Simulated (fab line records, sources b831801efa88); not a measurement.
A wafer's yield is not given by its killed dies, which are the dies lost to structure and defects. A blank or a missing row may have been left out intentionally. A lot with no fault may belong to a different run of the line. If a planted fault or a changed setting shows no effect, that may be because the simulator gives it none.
Which of the tools did it? ; flow gf180mcu ; 20 wafers sampled from 7 lots at 1 step of a route of 602

WHAT THE GAUGES SHOWED, per wafer
GF_V2_OVL_MEAS_15.
lot;measured;on;V2_OVL (nm)
L373;day 20 09:50;overlay-01;-4 3 3
L377;day 22 21:11;overlay-02;15 5
L386;day 25 05:14;overlay-02;-2 -1 4
L389;day 26 01:08;overlay-02;5 3 10
L391;day 26 18:41;overlay-01;-2 -10 -7
L393;day 27 05:44;overlay-02;8 8 5
L395;day 27 22:41;overlay-01;5 6 4

WHAT TOOL EACH LOT RAN ON (gives the tool, then ch and the chambers of the sampled wafers, and finally the start)
There is no process step in the record ahead of these readings.

THE ANSWER, worked out from the rows above alone
Rule: what is usual is taken from the lots themselves. The widest of any qualifying gaps counts: lots, ordered by their means at a reading, are off when they make up no more than a third of the lots, leave a main group of 4 or more, and stand apart from it by 3 or more times the standard deviation of that group's means. A main group is skipped when, at the precision printed for the reading in the tables above, its means are all equal. A lot without any number at a reading at which 4 lots or more have one is off too. The other lots that the step has rows for count as sound.
No lot is off on any of the readings shown, so nothing can be concluded from this.

WHAT THE SIMULATOR PUT IN
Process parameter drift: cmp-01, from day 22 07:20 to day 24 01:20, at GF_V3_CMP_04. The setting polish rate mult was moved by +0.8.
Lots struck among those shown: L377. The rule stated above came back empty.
